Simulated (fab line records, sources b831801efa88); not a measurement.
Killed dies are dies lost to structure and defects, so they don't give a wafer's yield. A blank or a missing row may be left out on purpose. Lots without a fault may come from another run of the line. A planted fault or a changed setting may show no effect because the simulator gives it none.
A struck lot beside a sound one | flow sky130 | 16 steps out of a route of 708
Sound: wafers L321.1, L321.2, L321.3. Struck: wafer L334.1. (L334.2, L334.4 of the same lot were not struck and are left out.) The cause comes at the end.
At each step with rows: each side's tool, then ch and its chambers, then its first start. Under that, the readings that differ: sound wafers | struck wafers | difference of the means | sigmas: that difference in standard deviations of wafers without a fault.
alike: readings whose means differ by less than 2 such deviations, and words and numbers that are the same on both sides. not compared: withheld readings, readings that some wafer has no value for, bounds like >300 that may hide the same value, and numbers for which the record gives no deviation and whose values overlap.
The two part at a step that has a row with sigmas, a row that says differs or no value, or rows on one side only. Numbers that don't overlap but have no deviation are shown without sigmas and don't part them. A reading that every wafer of one side lacks parts them only if that side has two wafers or more.

first, 1 step without rows for these wafers: SKY_METAL5_CLEAN_19 (cleans in O3/DIW).
SKY_PASSIVATION_CVD_00: deposits SiO2, target thk 90 nm.
  sound on pecvd-02 ch 0,1,2, day 44 18:20; struck on pecvd-02 ch 2, day 48 03:41
  alike: heater_power_w, rf_fwd_power_W, susceptor_temp_C
SKY_PASSIVATION_THK_MEAS_01:
  sound on film_metro-02, day 44 18:21; struck on film_metro-02, day 48 03:42
  alike: PASSIVATION_CVD_00_THK
SKY_PASSIVATION_CVD_02: deposits Si3N4, target thk 540 nm.
  sound on pecvd-01 ch 0,1,2, day 44 18:25; struck on pecvd-01 ch 0, day 48 03:46
  alike: heater_power_w, rf_fwd_power_W, susceptor_temp_C
SKY_PASSIVATION_THK_MEAS_03:
  sound on film_metro-01, day 44 18:38; struck on film_metro-04, day 48 03:59
  alike: PASSIVATION_CVD_02_THK
then, 7 steps without rows for these wafers: SKY_PASSIVATION_DEHYDRATE_04 (time 60 s); SKY_PASSIVATION_HMDS_05 (prime time 60 s); SKY_PASSIVATION_COAT_06 (resist thk 3000 nm); SKY_PASSIVATION_SOFTBAKE_07; SKY_PASSIVATION_EXPOSE_08 (exposes mask NSM, target cd 3000 nm); SKY_PASSIVATION_PEB_09; SKY_PASSIVATION_DEVELOP_10 (develop time 60 s).
SKY_PASSIVATION_ETCH_11: etches the open film in CF4/O2, stops on AlCu, target depth 725 nm, time 161.1 s.
  sound on rie_diel-04 ch 0,2,3, day 45 15:57; struck on rie_diel-04 ch 3, day 48 21:48
  reading                                       | sound             | struck | difference | sigmas
  rf_fwd_power_W (W)                            | 796.2 801.7 794.7 | 926.2  | +128.7     | +51
  rf_hours_counter_h (h)                        | 9 7 8             | 12     | +4         |
  model.coat_of_PASSIVATION_COAT_06.thk_nm (nm) | 2530 2524 2519    | 2451   | -73        |
  alike: drypump_motor_current_A, oes_product_au, throttle_valve_pct
SKY_PASSIVATION_STRIP_12: strips in O2/N2.
  sound on plasma_asher-03 ch 0,1, day 45 16:04; struck on plasma_asher-02 ch 0, day 48 21:55
  reading                      | sound             | struck | difference | sigmas
  drypump_motor_current_A (A)  | 6.0 6.0 6.0       | 5.2    | -0.8       | -2
  strip_time_to_endpoint_s (s) | 31.70 31.61 31.55 | 30.75  | -0.87      | -7
  alike: n2_flow_sccm, oes_product_au
  not compared: rf_hours_counter_h
then, 2 steps without rows for these wafers: SKY_PAD_OPEN_DEHYDRATE_00 (time 60 s); SKY_PAD_OPEN_PROBE_99.

WHERE THEY PART
First at SKY_PASSIVATION_ETCH_11; last, within this record, at SKY_PASSIVATION_STRIP_12.

WHY: what the simulator had put in
Process parameter drift: rie_diel-04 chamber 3, from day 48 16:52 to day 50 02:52, at SKY_PASSIVATION_ETCH_11. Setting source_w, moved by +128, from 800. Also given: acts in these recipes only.
